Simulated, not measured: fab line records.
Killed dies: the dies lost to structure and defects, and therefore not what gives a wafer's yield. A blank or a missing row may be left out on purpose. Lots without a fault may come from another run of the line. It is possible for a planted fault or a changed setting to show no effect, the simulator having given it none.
fab line records	flow sky130
[record] lots = 10	wafers = 30	last-day = 50
route steps=708 shown CONTACT@422 VIA1@479 METAL2@487 CAPM@539
lots untouched by any fault: they come from a run of this same line in which no faults occurred
start-h: hours from the record's opening day to when the first of the lot's shown wafers began	wait-h: hours since the lot's step before	" unchanged from the row above	L1.1+2: a single row standing in for several wafers	- no value present, or no start provided	* or withheld: withheld	< > ~ a bound
route shown NAME@n: a module of which the file shows steps, and the number in the route of the first	usual: mean/standard deviation of fault-free wafers	same: alike in all rows	chamber/n: place in a boat	sites: readings site by site	_std_site: standard deviation of those values	_edge_site: outer sites' mean less inner sites'	radius-mm: for every site, how far away it sits from the centre of the wafer	mask NAME#n: copy n	behind: tool/chamber where the wafer was last shaped	hold: the reason the lot was held/the length of the hold in hours/how it ended	device: transistor that didn't switch, given as n, p or np	end of line: tests of these same wafers at the route's end	a step with no rows: only its recipe	killed: dies that structure and defects cost at the first sort, which is not the same as the wafer's yield	map: a wafer's dies, marking killed ones x, the rest . and places with no die _
set.NAME: setting as actually run; set.NAME@STEP: the setting as run at that earlier step	model.NAME: the simulator's own value behind a step, which no gauge read
the route's steps for a sample of lots (tables are steps, rows are wafers)
services: a tool's chamber out of use, with start hour (start-h, from the record's first day; less than 0 if before it), hours out, and reason
[[steps]]
[step SKY_CONTACT_ETCH_16]
[recipe] chemistry = N2/H2	target = BARC	ion-energy-ev = 200	source-w = 500	bias-w = 100	pressure-mtorr = 30	n2-flow-sccm = 100	h2-flow-sccm = 200	stop-on = SiO2	time-s = 45.9	target-depth-a = 600
[usual] drypump-motor-current-A = 5.7/0.38	oes-product-au = 0.854/0.0047	throttle-valve-pct = 13.225/0.0089
[same] time-s = 45.9
lot.wafer	tool	chamber	start-h	wait-h	drypump-motor-current-A	oes-product-au	rf-hours-counter-h	throttle-valve-pct
L763.2	rie-diel-03	0	741.46	0.0	5.9	0.853	7	13.229
L763.4	"	3	"	"	6.5	0.854	30	13.226
L763.6	"	2	"	"	5.6	0.857	-	13.239
L767.2	rie-diel-02	1	771.05	0.0	5.7	0.848	2	13.228
L767.3	"	0	"	"	5.2	0.859	18	13.239
L767.5	"	3	"	"	6.0	0.850	-	13.234
L768.3	rie-diel-03	1	785.62	0.0	6.2	0.845	16	13.224
L768.4	"	2	"	"	5.6	0.852	9	13.210
L768.5	"	1	"	"	6.2	0.854	-	13.228
L770.2	rie-diel-02	0	796.21	0.0	5.2	0.863	19	13.231
L770.3	"	1	"	"	5.7	0.861	3	13.229
L770.6	"	3	"	"	5.9	0.857	-	13.219
L773.1	rie-diel-01	3	825.40	0.0	5.4	0.851	1	13.227
L773.3	"	0	"	"	5.5	0.851	8	13.231
L773.4	"	1	"	"	6.2	0.848	5	13.237
L774.1	rie-diel-01	0	836.11	0.0	5.6	0.852	8	13.220
L774.3	"	1	"	"	6.2	0.853	5	13.217
L774.5	"	2	"	"	5.3	0.855	-	13.222
L775.3	rie-diel-02	1	836.35	0.0	5.7	0.844	4	13.234
L775.5	"	1	"	"	5.7	0.855	-	13.226
L775.6	"	3	"	"	6.0	0.858	-	13.231
L779.2	rie-diel-01	0	860.40	0.0	5.5	0.847	9	13.218
L779.3	"	1	"	"	6.2	0.852	6	13.245
L779.4	"	0	"	"	5.5	0.859	-	13.224
L781.2	rie-diel-02	0	874.61	0.0	5.2	0.850	22	13.237
L781.3	"	2	"	"	5.2	0.854	1	13.233
L781.5	"	1	"	"	5.6	0.849	-	13.233
L785.1	rie-diel-03	3	902.31	0.0	6.5	0.862	1	13.211
L785.2	"	2	"	"	5.6	0.857	13	13.233
L785.3	"	1	"	"	6.1	0.853	19	13.235
[step SKY_VIA1_CVD_21]
[recipe] material = W	target-thk-nm = 270	time-s = 80.902	temp-c = 400	pressure-torr = 40
[usual] heater-power-w = 864/51
[same] time-s = 80.902
lot.wafer	tool	chamber	start-h	wait-h	heater-power-w	since-wet-clean-h
L763.2	cvd-w-01	1	799.14	0.0	933	895
L763.4	"	0	"	"	796	-
L763.6	"	1	"	"	918	-
L767.2	cvd-w-01	0	828.79	0.0	816	925
L767.3	"	1	"	"	960	-
L767.5	"	1	"	"	951	-
L768.3	cvd-w-01	1	843.22	0.1	942	-
L768.4	"	0	"	"	794	-
L768.5	"	1	"	"	957	-
L770.2	cvd-w-01	0	852.29	0.0	774	948
L770.3	"	1	"	"	962	-
L770.6	"	0	"	"	791	-
L773.1	cvd-w-02	1	881.85	0.0	855	478
L773.3	"	1	"	"	855	-
L773.4	"	0	"	"	878	-
L774.1	cvd-w-01	0	892.37	0.0	794	988
L774.3	"	0	"	"	793	-
L774.5	"	1	"	"	937	-
L775.3	cvd-w-02	1	892.72	0.1	877	-
L775.5	"	0	"	"	854	-
L775.6	"	1	"	"	846	-
L779.2	cvd-w-02	1	914.83	0.0	852	511
L779.3	"	0	"	"	866	-
L779.4	"	1	"	"	839	-
L781.2	cvd-w-01	1	928.73	0.0	869	11
L781.3	"	1	"	"	885	-
L781.5	"	1	"	"	883	-
L785.1	cvd-w-01	0	956.11	0.0	791	38
L785.2	"	0	"	"	783	-
L785.3	"	0	"	"	771	-
[step SKY_METAL2_SPUTTER_04]
[recipe] material = TiN	target-thk-nm = 70	power-w = 6500	time-s = 58.3	chamber-pressure-pa = 0.4
[usual] cathode-dc-power-W = 6500.1/1.2	throttle-valve-pct = 30.3/1
[same] time-s = 58.3
lot.wafer	tool	chamber	start-h	wait-h	cathode-dc-power-W	throttle-valve-pct
L763.2	pvd-sputter-01	-	799.80	0.0	6498.8	31.4
L763.4	"	-	"	"	6501.1	31.9
L763.6	"	-	"	"	6500.3	31.6
L767.2	pvd-sputter-04	-	829.45	0.0	6503.8	30.0
L767.3	"	-	"	"	6501.7	29.1
L767.5	"	-	"	"	6502.2	29.7
L768.3	pvd-sputter-02	-	843.85	0.0	6497.7	29.2
L768.4	"	-	"	"	6499.0	30.9
L768.5	"	-	"	"	6500.1	31.0
L770.2	pvd-sputter-01	-	853.17	0.0	6499.5	31.8
L770.3	"	-	"	"	6500.0	31.3
L770.6	"	-	"	"	6500.3	29.3
L773.1	pvd-sputter-02	-	882.62	0.0	6501.3	30.0
L773.3	"	-	"	"	6501.5	29.6
L773.4	"	-	"	"	6501.1	31.1
L774.1	pvd-sputter-01	-	893.03	0.0	6498.0	31.9
L774.3	"	-	"	"	6502.3	31.4
L774.5	"	-	"	"	6499.1	32.0
L775.3	pvd-sputter-02	-	893.35	0.0	6499.7	29.3
L775.5	"	-	"	"	6499.8	31.0
L775.6	"	-	"	"	6501.4	29.1
L779.2	pvd-sputter-02	-	916.17	0.0	6499.7	30.0
L779.3	"	-	"	"	6499.5	29.5
L779.4	"	-	"	"	6499.9	29.0
L781.2	pvd-sputter-01	-	929.39	0.0	6498.9	29.3
L781.3	"	-	"	"	6498.7	31.8
L781.5	"	-	"	"	6498.8	31.7
L785.1	pvd-sputter-02	-	956.87	0.0	6499.8	29.7
L785.2	"	-	"	"	6500.1	29.3
L785.3	"	-	"	"	6499.3	29.6
[step SKY_CAPM_SPUTTER_02]
[recipe] material = TiN	target-thk-nm = 200	temp-c = 300	power-w = 6500	time-s = 166.7	chamber-pressure-pa = 0.4
[usual] cathode-dc-power-W = 6500.0/1.2	throttle-valve-pct = 29.8/1.1
[same] time-s = 166.7
lot.wafer	tool	chamber	start-h	wait-h	cathode-dc-power-W	throttle-valve-pct
L763.2	pvd-sputter-02	-	856.97	0.0	6499.6	30.7
L763.4	"	-	"	"	6500.1	28.8
L763.6	"	-	"	"	6502.0	30.8
L767.2	pvd-sputter-02	-	884.85	0.0	6500.1	29.3
L767.3	"	-	"	"	6501.8	29.1
L767.5	"	-	"	"	6500.0	30.9
L768.3	pvd-sputter-01	-	898.26	0.0	6499.9	31.8
L768.4	"	-	"	"	6499.8	31.7
L768.5	"	-	"	"	6497.7	29.3
L770.2	pvd-sputter-02	-	907.70	0.0	6500.5	29.6
L770.3	"	-	"	"	6499.2	29.8
L770.6	"	-	"	"	6499.8	29.2
L773.1	pvd-sputter-02	-	936.60	0.1	6498.8	29.6
L773.3	"	-	"	"	6498.5	29.0
L773.4	"	-	"	"	6497.0	30.1
L774.1	pvd-sputter-03	-	945.62	0.1	6502.0	28.7
L774.3	"	-	"	"	6498.7	29.9
L774.5	"	-	"	"	6502.3	28.6
L775.3	pvd-sputter-03	-	946.69	0.0	6500.1	28.1
L775.5	"	-	"	"	6498.6	29.6
L775.6	"	-	"	"	6501.8	28.1
L779.2	pvd-sputter-02	-	969.41	0.0	6499.5	29.8
L779.3	"	-	"	"	6500.3	31.2
L779.4	"	-	"	"	6499.0	29.1
L781.2	pvd-sputter-02	-	981.45	0.0	6499.3	29.4
L781.3	"	-	"	"	6500.6	30.9
L781.5	"	-	"	"	6500.8	30.0
L785.1	pvd-sputter-03	-	1007.96	0.1	6501.5	28.6
L785.2	"	-	"	"	6498.7	29.3
L785.3	"	-	"	"	6500.9	29.8
[step SKY_CAPM_RS_MEAS_03]
[recipe] thk-meas-gauge = four-point-probe	reads = TiN_of_CAPM_SPUTTER_02
[usual] CAPM_TIN_RS = 6.95/0.09
lot.wafer	tool	chamber	start-h	wait-h	CAPM_TIN_RS[ohm/sq]
L763.2	film-metro-03	-	857.10	0.1	6.86
L763.4	"	-	"	"	6.95
L763.6	"	-	"	"	6.88
L767.2	film-metro-01	-	884.98	0.1	7.07
L767.3	"	-	"	"	6.99
L767.5	"	-	"	"	6.92
L768.3	film-metro-01	-	898.41	0.1	6.99
L768.4	"	-	"	"	6.85
L768.5	"	-	"	"	6.83
L770.2	film-metro-01	-	907.83	0.1	6.94
L770.3	"	-	"	"	7.01
L770.6	"	-	"	"	6.91
L773.1	film-metro-03	-	936.71	0.1	6.97
L773.3	"	-	"	"	6.95
L773.4	"	-	"	"	6.97
L774.1	film-metro-04	-	945.73	0.1	6.91
L774.3	"	-	"	"	6.91
L774.5	"	-	"	"	6.91
L775.3	film-metro-01	-	946.84	0.1	6.90
L775.5	"	-	"	"	6.86
L775.6	"	-	"	"	6.90
L779.2	film-metro-03	-	969.54	0.1	7.09
L779.3	"	-	"	"	7.36
L779.4	"	-	"	"	7.01
L781.2	film-metro-04	-	981.58	0.1	7.01
L781.3	"	-	"	"	7.27
L781.5	"	-	"	"	7.04
L785.1	film-metro-03	-	1008.07	0.1	6.79
L785.2	"	-	"	"	6.82
L785.3	"	-	"	"	6.81
[step SKY_CAPM_THK_MEAS_04]
[recipe] thk-meas-gauge = xrf	reads = TiN_of_CAPM_SPUTTER_02
[usual] CAPM_TIN_THK = 200/3.1
lot.wafer	tool	chamber	start-h	wait-h	CAPM_TIN_THK[nm]
L763.2	film-metro-03	-	857.21	0.1	202
L763.4	"	-	"	"	202
L763.6	"	-	"	"	203
L767.2	film-metro-01	-	885.09	0.1	194
L767.3	"	-	"	"	196
L767.5	"	-	"	"	199
L768.3	film-metro-01	-	898.51	0.1	196
L768.4	"	-	"	"	200
L768.5	"	-	"	"	200
L770.2	film-metro-01	-	907.94	0.1	198
L770.3	"	-	"	"	196
L770.6	"	-	"	"	198
L773.1	film-metro-03	-	936.83	0.1	199
L773.3	"	-	"	"	199
L773.4	"	-	"	"	198
L774.1	film-metro-04	-	945.85	0.1	204
L774.3	"	-	"	"	203
L774.5	"	-	"	"	204
L775.3	film-metro-01	-	946.94	0.1	199
L775.5	"	-	"	"	200
L775.6	"	-	"	"	199
L779.2	film-metro-03	-	969.65	0.1	197
L779.3	"	-	"	"	190
L779.4	"	-	"	"	199
L781.2	film-metro-04	-	981.69	0.1	200
L781.3	"	-	"	"	193
L781.5	"	-	"	"	199
L785.1	film-metro-03	-	1008.19	0.1	205
L785.2	"	-	"	"	205
L785.3	"	-	"	"	205
[step SKY_CAPM_METAL_ETCH_13]
[recipe] target-depth-nm = 220	stop-on = SiO2	chemistry = Cl2/BCl3	target = TiN	pressure-mtorr = 10	icp-w = 900	bias-w = 48.5	Cl2_flow_sccm = 60	bcl3-flow-sccm = 30	time-s = 62.9
[usual] drypump-motor-current-A = 6.0/0.52	oes-product-au = 0.940/0.0079	throttle-valve-pct = 21.903/0.01
[same] time-s = 62.9
lot.wafer	tool	chamber	start-h	wait-h	drypump-motor-current-A	oes-product-au	rf-hours-counter-h	throttle-valve-pct
L763.2	rie-metal-01	0	883.58	0.0	5.6	0.942	3	21.893
L763.4	"	1	"	"	6.6	0.931	-	21.911
L763.6	"	0	"	"	5.6	0.947	-	21.895
L767.2	rie-metal-03	1	910.13	0.0	6.5	0.936	17	21.909
L767.3	"	1	"	"	6.5	0.942	-	21.929
L767.5	"	1	"	"	6.5	0.944	-	21.920
L768.3	rie-metal-03	1	923.00	0.0	6.5	0.935	-	21.907
L768.4	"	0	"	"	5.6	0.946	-	21.892
L768.5	"	0	"	"	5.6	0.952	-	21.894
L770.2	rie-metal-04	0	932.48	0.0	5.1	0.942	7	21.877
L770.3	"	1	"	"	5.8	0.931	-	21.902
L770.6	"	0	"	"	5.1	0.951	-	21.916
L773.1	rie-metal-01	0	960.68	0.0	5.6	0.939	7	21.908
L773.3	"	1	"	"	6.6	0.930	-	21.903
L773.4	"	0	"	"	5.6	0.938	-	21.914
L774.1	rie-metal-01	0	970.03	0.0	5.6	0.940	7	21.890
L774.3	"	1	"	"	6.6	0.942	-	21.906
L774.5	"	1	"	"	6.6	0.951	-	21.908
L775.3	rie-metal-03	0	971.30	0.0	5.6	0.937	-	21.896
L775.5	"	1	"	"	6.5	0.943	-	21.915
L775.6	"	0	"	"	5.6	0.946	-	21.898
L779.2	rie-metal-01	0	993.58	0.0	5.6	0.928	9	21.935
L779.3	"	0	"	"	5.6	0.908	-	21.919
L779.4	"	1	"	"	6.7	0.933	-	21.903
L781.2	rie-metal-03	0	1005.38	0.0	5.6	0.936	13	21.900
L781.3	"	0	"	"	5.6	0.915	-	21.902
L781.5	"	0	"	"	5.6	0.929	-	21.903
L785.1	rie-metal-03	1	1030.48	0.0	6.5	0.951	4	21.902
L785.2	"	0	"	"	5.6	0.949	15	21.903
L785.3	"	0	"	"	5.7	0.948	-	21.905
[[services]]
tool	chamber	start-h	hours	kind
rie-metal-03	-	722.17	6.0	repair
rie-diel-03	-	733.81	1.4	repair
pvd-sputter-03	-	740.80	35.9	repair
rie-diel-03	3	754.68	15.1	repair
cvd-w-01	1	757.15	3.4	repair
rie-metal-03	-	810.01	1.4	pm
cvd-w-01	-	812.89	1.3	repair
pvd-sputter-02	-	819.48	4.2	repair
rie-diel-02	2	830.67	4.1	repair
rie-diel-02	1	845.75	3.2	repair
cvd-w-01	-	904.00	14.0	pm
pvd-sputter-01	-	906.76	4.3	repair
rie-diel-02	1	929.42	10.0	repair
rie-metal-01	-	931.16	4.3	pm
cvd-w-01	1	955.17	20.8	repair
pvd-sputter-02	-	971.06	2.7	repair
rie-diel-02	0	981.71	9.3	repair
cvd-w-01	-	989.20	6.9	pm
pvd-sputter-01	-	990.27	3.0	repair
pvd-sputter-02	-	994.42	3.8	repair
pvd-sputter-02	-	1002.90	4.4	repair
cvd-w-01	-	1003.70	2.7	repair
pvd-sputter-02	-	1019.95	2.1	repair
cvd-w-01	-	1026.30	0.6	repair
[[key]]
[first-sign] step = SKY_CAPM_RS_MEAS_03	reading = CAPM_TIN_RS	direction = up	sigmas = 4	usual = 6.95	struck = 7.31
[effect] step = SKY_CAPM_THK_MEAS_04	reading = CAPM_TIN_THK	direction = down	sigmas = 2.6	usual = 200	struck = 192
[effect] step = SKY_CAPM_METAL_ETCH_13	reading = oes-product-au	direction = down	sigmas = 3.6	usual = 0.940	struck = 0.911
met-at SKY_CAPM_SPUTTER_02
struck-lots L779,L781
struck-wafers L779.3,L781.3
not-acting-at SKY_CONTACT_ETCH_16,SKY_VIA1_CVD_21,SKY_METAL2_SPUTTER_04
onset-between 884.85 969.41
[fault] kind = site-profile-drift	tool = pvd-sputter-02	chamber = -	onset-h = 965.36	steps = SKY_CAPM_SPUTTER_02	basis = fraction	max-abs-drift = 0.092006	slope-share-per-hr = 46.003	site-pattern = 0,0,0,0,0,-1,-1,-1,-1	scope = struck-wafers-only
